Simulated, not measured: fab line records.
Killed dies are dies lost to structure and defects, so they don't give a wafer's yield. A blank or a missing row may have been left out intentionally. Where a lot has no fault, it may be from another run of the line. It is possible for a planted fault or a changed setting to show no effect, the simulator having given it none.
A struck lot beside a sound one ; flow sfq_line ; 24 steps out of a route of 325
Sound: wafers L448.1, L448.2, L448.6. Wafers struck: L455.1, L455.5, L455.6. The cause is named last.
At each step with rows: each side's tool, then ch and its chambers, then its first start. Under that, the readings that differ: sound wafers ; struck wafers ; difference of the means ; sigmas: that difference in standard deviations of wafers without a fault.
alike: same words and numbers on both sides, and readings whose means sit less than 2 such deviations apart. not compared: any withheld reading, any reading some wafer has no value for, any bound like >300 that may hide the same value, and any number with overlapping values for which the record gives no deviation.
The two part at a step that has a row with sigmas, a row that says differs or no value, or rows on one side only. Numbers that have no deviation but don't overlap get no sigmas and don't part them. A reading missing from all wafers of one side parts the sides only when that side holds two or more wafers.

first, 6 steps without rows for these wafers: SFQ_TRILAYER_I6_VIA_LITHO_COAT_174 (resist thk 62 nm); SFQ_TRILAYER_I6_VIA_LITHO_COAT_169 (resist thk 650 nm); SFQ_TRILAYER_I6_VIA_LITHO_SOFTBAKE_173; SFQ_TRILAYER_I6_VIA_LITHO_EXPOSE_170 (exposes mask I6, target cd 700 nm); SFQ_TRILAYER_I6_VIA_LITHO_PEB_172 (peb time 60 s); SFQ_TRILAYER_I6_VIA_LITHO_DEVELOP_171 (time 60 s).
SFQ_I6_OVL_MEAS_942:
  struck on overlay-01, day 67 11:28; sound on overlay-02, day 65 16:15
  alike: I6_OVL
SFQ_TRILAYER_I6_VIA_BARC_OPEN_VIA_ETCH_235: etches BARC in O2, target depth 125 nm, time 41.7 s.
  sound on rie_diel-02 ch 0,1,2, day 65 16:17; struck on rie_diel-03 ch 0,3, day 67 11:30
reading;sound;struck;difference;sigmas
oes_product_au (a.u.);0.696 0.692 0.699;0.684 0.683 0.683;-0.012;-3
  alike: drypump_motor_current_A
  not compared: rf_hours_counter_h
SFQ_TRILAYER_I6_VIA_ETCH_VIA_ETCH_172: etches SiO2 in CHF3, stops on Nb, target depth 260 nm.
  sound on rie_diel-02 ch 0,1,2, day 65 16:20; struck on rie_diel-03 ch 0,3, day 67 11:32
  alike: drypump_motor_current_A, oes_product_au
SFQ_TRILAYER_I6_VIA_STRIP_STRIP_173: strips in O2.
  sound on rie_metal-03 ch 0,1, day 65 16:26; struck on rie_metal-03 ch 0,1, day 67 11:39
  alike: drypump_motor_current_A, oes_product_au
  not compared: rf_hours_counter_h
then, 2 steps without rows for these wafers: SFQ_TRILAYER_I6_VIA_STRIP_SOLV_CLEAN_174 (cleans in NMP, time 600 s); SFQ_TRILAYER_M7_DEP_PRE_CLEAN_176 (time 22.5 s).
SFQ_TRILAYER_M7_DEP_SPUTTER_175: material Nb, target thk 200 nm, time 133.3 s.
  struck on pvd_sputter-06, day 67 12:27; sound on pvd_sputter-03, day 65 17:14
  no value came back on the struck wafers for base_pressure_pa (Pa), cathode_dc_power_W (W), throttle_valve_pct (%); on the sound wafers base_pressure_pa (Pa) reads 1.32e-06 1.31e-06 1.38e-06
SFQ_M7_RS_MEAS_943: a four-point-probe measurement.
  struck on film_metro-03, day 67 12:32; sound on film_metro-03, day 65 17:20
reading;sound;struck;difference;sigmas
M7_NB_RS (ohm/sq);0.888 0.892 0.888;- - -;no value on the struck wafers;
then, 6 steps without rows for these wafers: SFQ_TRILAYER_M7_LITHO_COAT_182 (resist thk 62 nm); SFQ_TRILAYER_M7_LITHO_COAT_177 (resist thk 600 nm); SFQ_TRILAYER_M7_LITHO_SOFTBAKE_181; SFQ_TRILAYER_M7_LITHO_EXPOSE_178 (exposes mask M7, target cd 500 nm); SFQ_TRILAYER_M7_LITHO_PEB_180 (peb time 60 s); SFQ_TRILAYER_M7_LITHO_DEVELOP_179 (time 60 s).
-- the record jumps here: 4 days lie between the struck wafers' starts before and after --
SFQ_M7_OVL_MEAS_945:
  struck on overlay-01, day 71 06:35; sound on overlay-02, day 69 16:04
  alike: M7_OVL
SFQ_TRILAYER_M7_BARC_OPEN_METAL_ETCH_229: etches BARC in O2, target depth 125 nm, time 41.7 s.
  sound on rie_metal-04 ch 0,1, day 69 16:06; struck on rie_metal-01 ch 0,1, day 71 06:37
  alike: drypump_motor_current_A, oes_product_au
  not compared: rf_hours_counter_h
SFQ_TRILAYER_M7_ETCH_METAL_ETCH_180: etches Nb in Cl2/Ar, stops on SiO2, target depth 240 nm, time 120 s.
  sound on rie_metal-04 ch 0,1, day 69 16:10; struck on rie_metal-01 ch 0,1, day 71 06:41
reading;sound;struck;difference;sigmas
oes_product_au (a.u.);0.894 0.894 0.888;0.386 0.372 0.370;-0.516;-66
  alike: drypump_motor_current_A
  not compared: rf_hours_counter_h
SFQ_TRILAYER_M7_STRIP_STRIP_181: strips in O2.
  sound on rie_metal-04 ch 0,1, day 69 16:17; struck on rie_metal-01 ch 0,1, day 71 06:49
  alike: drypump_motor_current_A, oes_product_au
  not compared: rf_hours_counter_h

== WHERE THEY PART ==
At SFQ_TRILAYER_I6_VIA_BARC_OPEN_VIA_ETCH_235 first; at SFQ_TRILAYER_M7_ETCH_METAL_ETCH_180 last (within this record only). Later steps at which nothing parts them and some readings are alike: SFQ_TRILAYER_M7_STRIP_STRIP_181.

WHY: what had been put in by the simulator
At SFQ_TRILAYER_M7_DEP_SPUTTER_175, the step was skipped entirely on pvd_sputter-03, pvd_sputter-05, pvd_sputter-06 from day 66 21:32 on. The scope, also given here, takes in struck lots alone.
